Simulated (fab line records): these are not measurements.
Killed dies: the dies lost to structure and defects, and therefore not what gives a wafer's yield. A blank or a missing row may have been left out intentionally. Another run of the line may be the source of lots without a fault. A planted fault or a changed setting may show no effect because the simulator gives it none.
Chamber matching :: flow gf180mcu :: GF_V2_CMP_04 on cmp-01 has 4 sister chambers
The step polishes SiO2. 27 wafers are shown with their chamber, then 12 later ones without.

WAFERS, EACH WITH ITS CHAMBER
wafer: L074.1
chamber: 3
motor-current-A (A): 9.9
retaining-ring-pressure-frac: 0.996
platen-rpm (rpm): 60.01

wafer: L074.2
chamber: 0
motor-current-A (A): 12.2
retaining-ring-pressure-frac: 0.999
platen-rpm (rpm): 59.94

wafer: L074.4
chamber: 2
motor-current-A (A): 10.5
retaining-ring-pressure-frac: 0.997
platen-rpm (rpm): 60.06

wafer: L076.2
chamber: 0
motor-current-A (A): 11.8
retaining-ring-pressure-frac: 0.993
platen-rpm (rpm): 59.95

wafer: L076.4
chamber: 2
motor-current-A (A): 11.1
retaining-ring-pressure-frac: 0.997
platen-rpm (rpm): 60.06

wafer: L076.5
chamber: 0
motor-current-A (A): 11.6
retaining-ring-pressure-frac: 0.996
platen-rpm (rpm): 60.00

wafer: L083.1
chamber: 3
motor-current-A (A): 10.2
retaining-ring-pressure-frac: 0.999
platen-rpm (rpm): 60.00

wafer: L083.3
chamber: 2
motor-current-A (A): 11.3
retaining-ring-pressure-frac: 1.002
platen-rpm (rpm): 60.00

wafer: L083.4
chamber: 0
motor-current-A (A): 12.1
retaining-ring-pressure-frac: 1.002
platen-rpm (rpm): 59.95

wafer: L084.1
chamber: 2
motor-current-A (A): 10.7
retaining-ring-pressure-frac: 0.995
platen-rpm (rpm): 59.97

wafer: L084.2
chamber: 3
motor-current-A (A): 10.3
retaining-ring-pressure-frac: 0.997
platen-rpm (rpm): 59.93

wafer: L084.3
chamber: 1
motor-current-A (A): 12.8
retaining-ring-pressure-frac: 0.995
platen-rpm (rpm): 60.03

wafer: L085.1
chamber: 3
motor-current-A (A): 9.9
retaining-ring-pressure-frac: 0.995
platen-rpm (rpm): 59.94

wafer: L085.3
chamber: 2
motor-current-A (A): 11.3
retaining-ring-pressure-frac: 1.006
platen-rpm (rpm): 60.02

wafer: L085.5
chamber: 0
motor-current-A (A): 12.0
retaining-ring-pressure-frac: 0.993
platen-rpm (rpm): 59.97

wafer: L088.2
chamber: 1
motor-current-A (A): 13.1
retaining-ring-pressure-frac: 1.005
platen-rpm (rpm): 59.97

wafer: L088.3
chamber: 3
motor-current-A (A): 9.7
retaining-ring-pressure-frac: 1.004
platen-rpm (rpm): 59.95

wafer: L088.4
chamber: 2
motor-current-A (A): 10.3
retaining-ring-pressure-frac: 1.002
platen-rpm (rpm): 60.03

wafer: L089.3
chamber: 0
motor-current-A (A): 12.8
retaining-ring-pressure-frac: 1.009
platen-rpm (rpm): 59.95

wafer: L089.4
chamber: 2
motor-current-A (A): 10.7
retaining-ring-pressure-frac: 1.006
platen-rpm (rpm): 59.92

wafer: L089.6
chamber: 2
motor-current-A (A): 11.6
retaining-ring-pressure-frac: 1.012
platen-rpm (rpm): 60.00

wafer: L090.1
chamber: 1
motor-current-A (A): 13.1
retaining-ring-pressure-frac: 1.009
platen-rpm (rpm): 59.97

wafer: L090.2
chamber: 3
motor-current-A (A): 10.6
retaining-ring-pressure-frac: 1.000
platen-rpm (rpm): 60.03

wafer: L090.3
chamber: 2
motor-current-A (A): 10.9
retaining-ring-pressure-frac: 0.997
platen-rpm (rpm): 59.94

wafer: L091.1
chamber: 0
motor-current-A (A): 11.9
retaining-ring-pressure-frac: 1.001
platen-rpm (rpm): 59.99

wafer: L091.3
chamber: 2
motor-current-A (A): 11.2
retaining-ring-pressure-frac: 1.008
platen-rpm (rpm): 59.98

wafer: L091.5
chamber: 2
motor-current-A (A): 10.7
retaining-ring-pressure-frac: 1.009
platen-rpm (rpm): 60.00

SIGNATURES (averages over the wafers above)
reading: motor-current-A
chamber 0: 12.057
chamber 1: 13.000
chamber 2: 10.936
chamber 3: 10.100
scatter within a chamber: 0.364

reading: retaining-ring-pressure-frac
chamber 0: 0.99900
chamber 1: 1.00300
chamber 2: 1.00282
chamber 3: 0.99850
scatter within a chamber: 0.00546

reading: platen-rpm
chamber 0: 59.9643
chamber 1: 59.9900
chamber 2: 59.9982
chamber 3: 59.9767
scatter within a chamber: 0.0385
Rule: distance of a wafer from a chamber = root of the sum over the readings of ((wafer's reading minus chamber's mean) / reading's scatter) squared. The wafer belongs to the nearest chamber; if the next one is less than 2 further off, it can't be placed. The scatter is the square root of a quotient: the sum, over the shown wafers, of each reading's squared deviation from its chamber's mean, divided by wafers minus chambers.

WAFERS WITHOUT THEIR CHAMBER
wafer: L093.1
motor-current-A (A): 10.6
retaining-ring-pressure-frac: 1.003
platen-rpm (rpm): 60.06

wafer: L093.3
motor-current-A (A): 12.2
retaining-ring-pressure-frac: 0.998
platen-rpm (rpm): 60.00

wafer: L093.5
motor-current-A (A): 12.5
retaining-ring-pressure-frac: 1.000
platen-rpm (rpm): 59.98

wafer: L095.2
motor-current-A (A): 9.9
retaining-ring-pressure-frac: 0.997
platen-rpm (rpm): 60.00

wafer: L095.3
motor-current-A (A): 10.9
retaining-ring-pressure-frac: 1.001
platen-rpm (rpm): 60.00

wafer: L095.4
motor-current-A (A): 12.8
retaining-ring-pressure-frac: 0.995
platen-rpm (rpm): 59.99

wafer: L096.2
motor-current-A (A): 11.9
retaining-ring-pressure-frac: 1.003
platen-rpm (rpm): 60.02

wafer: L096.4
motor-current-A (A): 11.2
retaining-ring-pressure-frac: 1.003
platen-rpm (rpm): 60.04

wafer: L096.5
motor-current-A (A): 13.0
retaining-ring-pressure-frac: 1.009
platen-rpm (rpm): 60.01

wafer: L097.2
motor-current-A (A): 12.3
retaining-ring-pressure-frac: 0.998
platen-rpm (rpm): 60.05

wafer: L097.4
motor-current-A (A): 11.1
retaining-ring-pressure-frac: 0.988
platen-rpm (rpm): 59.98

wafer: L097.6
motor-current-A (A): 12.4
retaining-ring-pressure-frac: 1.002
platen-rpm (rpm): 60.03

THE CHAMBER EACH PASSED THROUGH
wafer: L093.1
from the rows above: can't be placed: 2 or 3
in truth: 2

wafer: L093.3
from the rows above: can't be placed: 0 or 1
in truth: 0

wafer: L093.5
from the rows above: can't be placed: 0 or 1
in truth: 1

wafer: L095.2
from the rows above: 3
in truth: 3

wafer: L095.3
from the rows above: can't be placed: 2 or 3
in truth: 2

wafer: L095.4
from the rows above: can't be placed: 1 or 0
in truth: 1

wafer: L096.2
from the rows above: can't be placed: 0 or 2 or 1
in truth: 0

wafer: L096.4
from the rows above: can't be placed: 2 or 0
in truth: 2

wafer: L096.5
from the rows above: 1
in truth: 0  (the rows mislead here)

wafer: L097.2
from the rows above: can't be placed: 0 or 1 or 2
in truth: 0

wafer: L097.4
from the rows above: can't be placed: 2 or 0 or 3
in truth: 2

wafer: L097.6
from the rows above: can't be placed: 1 or 0
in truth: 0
Correctly placed: 1 of 12. Unplaceable from these rows: 10, with the true chamber sitting among the candidates in 10. Placed wrongly: 1.
